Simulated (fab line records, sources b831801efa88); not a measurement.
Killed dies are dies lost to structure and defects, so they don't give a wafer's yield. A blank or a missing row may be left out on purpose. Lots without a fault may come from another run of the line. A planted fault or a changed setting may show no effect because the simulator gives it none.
fab line records | flow sky130
record lots=7 wafers=21 last_day=50
route steps=708 shown METAL2@490 PAD_OPEN@708
lots that met no fault: from a run of the same line without faults
start_h: hours from the record's first day to the start of the lot's first wafer shown | wait_h: hours since the lot's step before | " the same as in the row above | L1.1+2: a row that stands for several wafers | - no value, or no start given | * or withheld: withheld | < > ~ a bound
route shown NAME@n: a module of which the file shows steps, and the number in the route of the first | usual: mean/standard deviation of fault-free wafers | same: alike in all rows | chamber/n: place in a boat | sites: the reading at each site | _std_site: their standard deviation | _edge_site: outer sites' mean less inner sites' | radius_mm: how far each site lies from the wafer's centre | mask NAME#n: copy n | behind: the tool/chamber that last shaped the wafer | hold: why the lot was held/for how many hours/how that ended | device: the transistor (n, p or np) that didn't switch | end of line: the same wafers' tests at the end of the route | a step without rows: its recipe alone | killed: dies lost to structure and defects at the first sort, not the wafer's yield | map: a wafer's dies, x killed, . not, _ none there
set.NAME: the setting as run; set.NAME@STEP: as run at that earlier step | model.NAME: the simulator's own value behind a step, which no gauge read
lots at some steps of the route; a table a step, a row a wafer
services: from which hour (start_h, from the record's first day; less than 0 if before it) a tool's chamber was out of use, for how many hours, and why
## steps
# step SKY_METAL2_DEHYDRATE_07
# recipe temp_c=200 time_s=60
# step SKY_METAL2_HMDS_08
# recipe prime_time_s=60 prime_temp_c=120
# step SKY_METAL2_COAT_09
# recipe resist=BARC temp_c=withheld time_s=withheld spin_rpm=3000 resist_thk_nm=60
# step SKY_METAL2_COAT_10
# recipe resist=KrF-thick spin_rpm=3000 resist_thk_nm=450
# step SKY_METAL2_SOFTBAKE_11
# recipe temp_c=100 time_s=90 resist=KrF-thick
# step SKY_METAL2_EXPOSE_12
# recipe mask_id=MM2 na=0.8 source_shape=annular sigma_inner=0.55 sigma_outer=0.85 target_cd_nm=140 dose_mj=28
# step SKY_METAL2_PEB_13
# recipe peb_temp_c=withheld peb_time_s=withheld resist=KrF-thick
# step SKY_METAL2_DEVELOP_14
# recipe develop_time_s=60 resist=KrF-thick dev_temp_c=21
# step SKY_METAL2_CD_MEAS_15
# recipe target_cd_nm=140
# usual cd_nm=140.4/1.5
# columns lot.wafer tool chamber start_h wait_h cd_nm
L770.2 cd_sem-01 - 834.16 - 139.9
L770.4 " - " " 138.8
L770.6 " - " " 140.3
L776.1 cd_sem-01 - 889.11 - 138.8
L776.3 " - " " 139.5
L776.5 " - " " 140.3
L778.1 cd_sem-02 - 906.20 - 140.8
L778.3 " - " " 140.4
L778.6 " - " " 141.7
L779.1 cd_sem-01 - 910.69 - 139.1
L779.4 " - " " 139.8
L779.5 " - " " 141.4
L786.1 cd_sem-02 - 964.21 - 143.2
L786.4 " - " " 142.5
L786.6 " - " " 141.3
L789.3 cd_sem-01 - 976.54 - 141.2
L789.5 " - " " 141.7
L789.6 " - " " 141.2
L790.2 cd_sem-02 - 979.11 - 142.3
L790.3 " - " " 142.1
L790.6 " - " " 142.3
# step SKY_METAL2_OVL_MEAS_16
# usual METAL2_OVL=-1/5.7
# columns lot.wafer tool chamber start_h wait_h METAL2_OVL[nm]
L770.2 overlay-02 - 834.27 0.1 -5
L770.4 " - " " -5
L770.6 " - " " -6
L776.1 overlay-02 - 889.23 0.1 2
L776.3 " - " " 7
L776.5 " - " " 5
L778.1 overlay-01 - 906.32 0.1 0
L778.3 " - " " -5
L778.6 " - " " -3
L779.1 overlay-02 - 910.81 0.1 4
L779.4 " - " " 5
L779.5 " - " " 6
L786.1 overlay-01 - 964.33 0.1 -1
L786.4 " - " " -5
L786.6 " - " " -3
L789.3 overlay-02 - 976.63 0.1 -5
L789.5 " - " " -4
L789.6 " - " " 0
L790.2 overlay-02 - 979.22 0.1 1
L790.3 " - " " -5
L790.6 " - " " -2
# step SKY_METAL2_DESCUM_17
# recipe chemistry=O2 source_power_w=150 bias_power_w=0 pressure_mtorr=10 temp_c=40 time_s=8
# usual chamber_pressure_mTorr=9.999/0.0088 drypump_motor_current_A=5.83/0.23 oes_product_au=0.999/0.0091
# same time_s=8
# columns lot.wafer tool chamber start_h wait_h chamber_pressure_mTorr drypump_motor_current_A oes_product_au rf_hours_counter_h
L770.2 rie_metal-02 0 834.31 0.0 10.015 5.63 0.995 -
L770.4 " 0 " " 10.013 5.64 0.998 -
L770.6 " 0 " " 9.992 5.60 0.997 -
L776.1 rie_metal-01 1 889.27 0.0 10.007 5.66 1.019 11
L776.3 " 1 " " 10.003 5.65 1.012 -
L776.5 " 0 " " 10.001 6.00 1.003 -
L778.1 rie_metal-01 1 906.35 0.0 10.001 5.67 1.017 11
L778.3 " 1 " " 10.006 5.66 1.011 -
L778.6 " 1 " " 10.002 5.67 1.011 -
L779.1 rie_metal-01 1 910.85 0.0 10.012 5.64 1.009 12
L779.4 " 0 " " 9.975 6.02 0.989 -
L779.5 " 1 " " 9.994 5.65 1.027 -
L786.1 rie_metal-03 1 964.37 0.0 10.002 5.89 0.996 10
L786.4 " 0 " " 10.003 5.52 0.988 -
L786.6 " 0 " " 9.991 5.49 0.992 -
L789.3 rie_metal-02 1 976.67 0.0 10.007 6.17 0.994 -
L789.5 " 1 " " 10.001 6.16 0.995 -
L789.6 " 1 " " 10.003 6.16 1.003 -
L790.2 rie_metal-01 1 979.25 0.0 10.007 5.66 1.016 15
L790.3 " 0 " " 9.997 6.02 0.997 -
L790.6 " 1 " " 9.999 5.69 1.022 -
# step SKY_METAL2_ETCH_18
# recipe chemistry=N2/H2 target=BARC ion_energy_ev=200 bias_w=100 pressure_mtorr=30 n2_flow_sccm=100 h2_flow_sccm=200 icp_w=500 stop_on=SiO2 time_s=45.9 target_depth_a=600
# usual chamber_pressure_mTorr=30.000/0.024 drypump_motor_current_A=5.83/0.23 oes_product_au=0.853/0.0044 throttle_valve_pct=13.225/0.01
# same time_s=45.9
# columns lot.wafer tool chamber start_h wait_h chamber_pressure_mTorr drypump_motor_current_A oes_product_au rf_hours_counter_h throttle_valve_pct
L770.2 rie_metal-02 0 834.41 0.1 29.982 5.62 0.851 - 13.233
L770.4 " 0 " " 29.997 5.61 0.857 - 13.232
L770.6 " 0 " " 30.040 5.64 0.857 - 13.226
L776.1 rie_metal-01 1 889.30 0.0 29.982 5.70 0.851 11 13.240
L776.3 " 1 " " 30.041 5.67 0.860 - 13.242
L776.5 " 0 " " 30.017 6.03 0.851 - 13.221
L778.1 rie_metal-01 1 906.38 0.0 29.958 5.66 0.856 11 13.208
L778.3 " 1 " " 29.958 5.67 0.856 - 13.227
L778.6 " 1 " " 30.035 5.67 0.859 - 13.231
L779.1 rie_metal-01 1 910.88 0.0 29.985 5.65 0.850 12 13.218
L779.4 " 0 " " 30.032 6.02 0.849 - 13.239
L779.5 " 1 " " 30.022 5.66 0.843 - 13.229
L786.1 rie_metal-03 1 964.40 0.0 29.978 5.93 0.849 10 13.210
L786.4 " 0 " " 29.974 5.52 0.841 - 13.223
L786.6 " 0 " " 30.035 5.52 0.849 - 13.231
L789.3 rie_metal-02 1 976.76 0.1 30.021 6.17 0.853 - 13.227
L789.5 " 1 " " 30.001 6.14 0.852 - 13.227
L789.6 " 1 " " 30.006 6.16 0.854 - 13.219
L790.2 rie_metal-01 1 979.28 0.0 30.005 5.68 0.852 15 13.232
L790.3 " 0 " " 29.990 6.03 0.855 - 13.240
L790.6 " 1 " " 29.997 5.68 0.854 - 13.243
# step SKY_METAL2_METAL_ETCH_19
# recipe target_depth_a=3600 stop_on=SiO2 over_etch_frac=0.3 time_s=78 chemistry=Cl2/BCl3 resist_sidewall_deg=88 pressure_mtorr=10 icp_w=900 bias_w=48.5 Cl2_flow_sccm=60 bcl3_flow_sccm=30
# usual chamber_pressure_mTorr=10.000/0.0097 drypump_motor_current_A=5.82/0.23 oes_product_au=0.856/0.0056 throttle_valve_pct=22.265/0.0096
# same time_s=78
# columns lot.wafer tool chamber start_h wait_h chamber_pressure_mTorr drypump_motor_current_A oes_product_au rf_hours_counter_h throttle_valve_pct model.KrF-thick_of_METAL2_COAT_10.thk_nm model.METAL2.cd_nm model.SiO2_of_VIA1_HDPCVD_00.thk_nm
L770.2 rie_metal-02 0 834.59 0.2 9.997 5.63 0.860 - 22.261 155.4 143.5 330.1
L770.4 " 0 " " 10.009 5.64 0.859 - 22.262 157.1 141.5 331.2
L770.6 " 0 " " 10.001 5.63 0.855 - 22.272 154.4 140.5 331.2
L776.1 rie_metal-01 1 889.36 0.0 10.021 5.68 0.849 11 22.289 200.6 144.3 332.4
L776.3 " 1 " " 9.986 5.67 0.858 - 22.275 152.8 142.1 330.9
L776.5 " 0 " " 10.003 6.00 0.847 - 22.266 159.6 140.8 331.2
L778.1 rie_metal-01 1 906.45 0.0 10.001 5.67 0.851 11 22.283 199.3 147 332.7
L778.3 " 1 " " 9.981 5.68 0.862 - 22.259 155.5 140.2 330.9
L778.6 " 1 " " 9.996 5.68 0.862 - 22.260 159.4 141.9 330.8
L779.1 rie_metal-01 1 910.94 0.0 10.010 5.65 0.851 12 22.256 197.3 143.6 333
L779.4 " 0 " " 9.991 6.02 0.857 - 22.270 202.6 148.7 332.8
L779.5 " 1 " " 10.011 5.67 0.846 - 22.274 152.1 142.4 331
L786.1 rie_metal-03 1 964.46 0.0 9.997 5.94 0.858 10 22.243 156.9 142.5 330
L786.4 " 0 " " 9.999 5.49 0.863 - 22.275 161.9 142.7 329.1
L786.6 " 0 " " 9.987 5.47 0.860 - 22.269 162.1 141.3 330.9
L789.3 rie_metal-02 1 976.90 0.1 9.982 6.14 0.867 - 22.252 158.8 138.5 331.5
L789.5 " 1 " " 9.989 6.16 0.863 - 22.260 161.7 139.5 330.9
L789.6 " 1 " " 10.013 6.14 0.862 - 22.264 159.3 139.1 331.9
L790.2 rie_metal-01 1 979.34 0.0 10.005 5.65 0.850 15 22.274 150.6 141.8 331.9
L790.3 " 0 " " 9.989 6.03 0.856 - 22.277 163.2 141 331.3
L790.6 " 1 " " 10.002 5.66 0.850 - 22.267 151.7 139.7 330.5
# step SKY_METAL2_STRIP_20
# recipe chemistry=O2/N2 power_w=1400 pressure_mtorr=1500 platen_temp_c=withheld o2_flow_sccm=3000 n2_flow_sccm=300 overash_fraction=0.5
# usual chamber_pressure_mTorr=1500.0/1.4 drypump_motor_current_A=6.19/0.24 oes_product_au=0.343/0.0052 strip_time_to_endpoint_s=2.69/0.039
# columns lot.wafer tool chamber start_h wait_h chamber_pressure_mTorr drypump_motor_current_A oes_product_au rf_hours_counter_h strip_time_to_endpoint_s
L770.2 plasma_asher-03 1 834.79 0.2 1502.0 6.18 0.345 39 2.66
L770.4 " 0 " " 1499.9 5.98 0.351 - 2.70
L770.6 " 0 " " 1500.9 6.01 0.343 - 2.65
L776.1 plasma_asher-04 0 889.45 0.1 1500.1 6.33 0.360 79 3.14
L776.3 " 0 " " 1499.7 6.33 0.335 - 2.61
L776.5 " 1 " " 1502.4 6.24 0.349 - 2.69
L778.1 plasma_asher-04 1 906.54 0.1 1500.5 6.28 0.365 80 3.13
L778.3 " 0 " " 1498.7 6.34 0.342 - 2.67
L778.6 " 1 " " 1500.8 6.26 0.339 - 2.70
L779.1 plasma_asher-04 0 911.03 0.1 1499.5 6.32 0.363 81 3.10
L779.4 " 0 " " 1499.2 6.35 0.365 - 3.18
L779.5 " 1 " " 1501.3 6.26 0.338 - 2.62
L786.1 plasma_asher-02 1 964.55 0.1 1500.5 6.49 0.342 20 2.67
L786.4 " 1 " " 1500.0 6.52 0.354 - 2.74
L786.6 " 1 " " 1500.7 6.52 0.346 - 2.73
L789.3 plasma_asher-02 1 977.06 0.1 1498.4 6.53 0.354 - 2.71
L789.5 " 0 " " 1502.2 5.76 0.341 - 2.72
L789.6 " 1 " " 1498.4 6.54 0.344 - 2.70
L790.2 plasma_asher-02 1 979.43 0.1 1498.2 6.53 0.340 21 2.61
L790.3 " 1 " " 1499.0 6.55 0.343 - 2.75
L790.6 " 0 " " 1499.3 5.75 0.343 - 2.63
# step SKY_METAL2_STRIP_21
# recipe chemistry=post_etch_residue_remover time_s=1200 temp_c=72.5
# step SKY_PAD_OPEN_PROBE_99
# columns lot.wafer tool chamber start_h wait_h model.etest.met2.width_nm model.etest.met2_comb.leak_log10_a_um model.etest.tester.sort_bin_8_pct
L770.2 prober-01 - 1084.37 0.1 143.6 -12.16 0
L770.4 prober-01 - 1084.47 0.2 142.6 -12.03 0
L770.6 prober-01 - 1084.57 0.2 139.3 -11.81 0
L776.1 prober-01 - 1131.54 0.1 142.9 -11.82 -
L776.3 prober-01 - 1131.64 0.2 142.6 -11.97 -
L776.5 prober-01 - 1131.74 0.2 140.7 -11.93 -
L778.1 prober-01 - 1142.57 0.1 145.9 -11.07 -
L778.3 prober-01 - 1142.67 0.2 141.3 -12.16 -
L778.6 prober-01 - 1142.82 0.2 146.6 -12.16 -
L779.1 prober-02 - 1144.66 0.1 144.6 -11.74 0
L779.4 prober-02 - 1144.81 0.2 148.1 -10.22 5.434e-07
L779.5 prober-02 - 1144.86 0.2 147 -12.07 0
L786.1 prober-02 - 1184.41 0.1 142.4 -12.02 0
L786.4 prober-02 - 1184.56 0.2 142 -11.94 0
L786.6 prober-02 - 1184.66 0.2 140.4 -11.98 0
L789.3 prober-02 - 1194.28 0.2 134.9 -12.2 0
L789.5 prober-02 - 1194.38 0.2 138.8 -11.98 0
L789.6 prober-02 - 1194.43 0.2 140.1 -12.03 0
L790.2 prober-01 - 1196.51 0.1 139.2 -12.01 0
L790.3 prober-01 - 1196.56 0.2 139.9 -12.07 0
L790.6 prober-01 - 1196.71 0.2 141.1 -12.01 0
# killed by level:class
L770.2 CONTACT:geometric_particle:open=10 VIA1:geometric_particle:open=9 VIA1:geometric_particle:short=7 VIA2:geometric_particle:open=6 FIELD_ISO:geometric_particle:short=5 LI_CONTACT:geometric_particle:open=5 METAL1:geometric_particle:short=5 METAL4:geometric_particle:short=4
L770.4 VIA1:geometric_particle:open=12 CONTACT:geometric_particle:open=9 VIA2:geometric_particle:open=6 VIA1:geometric_particle:short=6 LI_CONTACT:geometric_particle:open=6 METAL2:geometric_particle:short=6 VIA3:geometric_particle:short=6 LOCAL_INTERCONNECT:geometric_particle:short=5
L770.6 VIA1:geometric_particle:open=13 VIA2:geometric_particle:open=8 CONTACT:geometric_particle:open=7 CONTACT:geometric_particle:short=6 POLY_GATE:geometric_particle:short=5 METAL1:geometric_particle:short=5 VIA1:geometric_particle:short=5 FIELD_ISO:geometric_particle:short=4
L779.1 VIA1:geometric_particle:open=16 VIA3:geometric_particle:open=12 LI_CONTACT:geometric_particle:open=5 CONTACT:geometric_particle:open=5 METAL1:geometric_particle:short=5 VIA2:geometric_particle:open=5 SPACER:geometric_particle:short=4 LOCAL_INTERCONNECT:geometric_particle:short=4
L779.4 VIA1:geometric_particle:open=16 METAL2:geometric_particle:short=9 CONTACT:geometric_particle:open=8 LI_CONTACT:geometric_particle:open=7 METAL1:geometric_particle:short=6 VIA1:geometric_particle:short=5 VIA2:geometric_particle:open=5 POLY_GATE:geometric_particle:open=4
L779.5 VIA1:geometric_particle:open=13 VIA3:geometric_particle:open=10 METAL1:geometric_particle:short=8 CONTACT:geometric_particle:open=7 LI_CONTACT:geometric_particle:open=5 VIA2:geometric_particle:open=5 POLY_GATE:geometric_particle:open=4 CONTACT:geometric_particle:short=3
L786.1 CONTACT:geometric_particle:open=10 VIA1:geometric_particle:open=10 LI_CONTACT:geometric_particle:open=8 LI_CONTACT:geometric_particle:short=6 METAL2:geometric_particle:short=6 VIA2:geometric_particle:open=6 LOCAL_INTERCONNECT:geometric_particle:short=4 POLY_GATE:geometric_particle:open=3
L786.4 VIA1:geometric_particle:open=11 CONTACT:geometric_particle:open=8 VIA1:geometric_particle:short=7 FIELD_ISO:geometric_particle:open=4 VIA3:geometric_particle:open=4 METAL4:geometric_particle:short=4 FIELD_ISO:geometric_particle:short=3 LI_CONTACT:geometric_particle:short=3
L786.6 VIA1:geometric_particle:open=13 CONTACT:geometric_particle:open=10 VIA3:geometric_particle:open=10 VIA2:geometric_particle:open=9 METAL2:geometric_particle:short=7 LI_CONTACT:geometric_particle:open=7 VIA1:geometric_particle:short=5 FIELD_ISO:geometric_particle:open=4
L789.3 METAL2:geometric_particle:short=10 VIA1:geometric_particle:open=9 VIA3:geometric_particle:open=9 VIA2:geometric_particle:open=7 CONTACT:geometric_particle:open=6 CONTACT:geometric_particle:short=4 FIELD_ISO:geometric_particle:short=4 METAL1:geometric_particle:short=4
L789.5 LI_CONTACT:geometric_particle:open=11 VIA2:geometric_particle:open=9 CONTACT:geometric_particle:short=8 CONTACT:geometric_particle:open=7 VIA1:geometric_particle:open=7 METAL2:geometric_particle:short=6 VIA1:geometric_particle:short=6 FIELD_ISO:geometric_particle:open=5
L789.6 METAL2:geometric_particle:short=9 LI_CONTACT:geometric_particle:open=8 METAL1:geometric_particle:short=8 VIA1:geometric_particle:open=8 CONTACT:geometric_particle:open=7 VIA2:geometric_particle:open=7 FIELD_ISO:geometric_particle:open=5 POLY_GATE:geometric_particle:short=5
L790.2 VIA1:geometric_particle:open=11 METAL1:geometric_particle:short=8 LI_CONTACT:geometric_particle:open=8 CONTACT:geometric_particle:open=8 LI_CONTACT:geometric_particle:short=5 LOCAL_INTERCONNECT:geometric_particle:short=5 VIA2:geometric_particle:open=4 FIELD_ISO:geometric_particle:short=3
L790.3 VIA1:geometric_particle:open=13 METAL2:geometric_particle:short=12 CONTACT:geometric_particle:open=11 METAL1:geometric_particle:short=6 FIELD_ISO:geometric_particle:open=4 POLY_GATE:geometric_particle:open=4 LI_CONTACT:geometric_particle:open=4 VIA1:geometric_particle:short=4
L790.6 VIA1:geometric_particle:open=14 CONTACT:geometric_particle:open=11 LI_CONTACT:geometric_particle:open=8 POLY_GATE:geometric_particle:open=5 POLY_GATE:geometric_particle:short=4 CONTACT:geometric_particle:short=4 FIELD_ISO:geometric_particle:short=3 METAL2:geometric_particle:short=3
## services
# columns tool chamber start_h hours kind
plasma_asher-02 - 821.65 11.7 repair
rie_metal-02 1 828.55 - clean
rie_metal-02 1 828.55 13.8 scheduled_down
rie_metal-02 1 828.55 13.8 vent_cycle
plasma_asher-02 - 833.31 14.6 pm
rie_metal-02 - 880.75 2.8 pm
plasma_asher-04 - 888.74 0.7 repair
rie_metal-02 - 909.75 14.6 pm
plasma_asher-04 - 921.03 0.7 repair
plasma_asher-02 - 929.22 0.9 repair
rie_metal-03 1 945.34 4.5 repair
plasma_asher-04 - 947.77 0.7 repair
rie_metal-02 0 965.54 - clean
rie_metal-02 0 965.54 18.5 scheduled_down
rie_metal-02 0 965.54 18.5 vent_cycle
rie_metal-03 1 978.67 17.9 repair
## key
first_sign step=SKY_METAL2_STRIP_20 reading=strip_time_to_endpoint_s direction=up sigmas=12 usual=* struck=*
effect step=SKY_METAL2_STRIP_20 reading=oes_product_au direction=up sigmas=3.9 usual=0.343 struck=0.363
model_effect step=SKY_METAL2_METAL_ETCH_19 value=KrF-thick_of_METAL2_COAT_10.thk_nm without=154.6 struck=200
model_effect step=SKY_PAD_OPEN_PROBE_99 value=etest.met2.width_nm without=140.2 struck=145.4
met_at SKY_METAL2_METAL_ETCH_19
struck_wafers L776.1,L778.1,L779.1,L779.4
sort_left_out L776.1,L778.1
fault kind=process_parameter_drift tool=rie_metal-01 chamber=- onset_h=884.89 steps=SKY_METAL2_METAL_ETCH_19 channel=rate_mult offset=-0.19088 shape=step end_h=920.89 scope=struck_wafers_only
# sort_left_out: the simulated sort isn't trusted on such a fault, so these wafers' sort isn't shown, and their yield isn't known
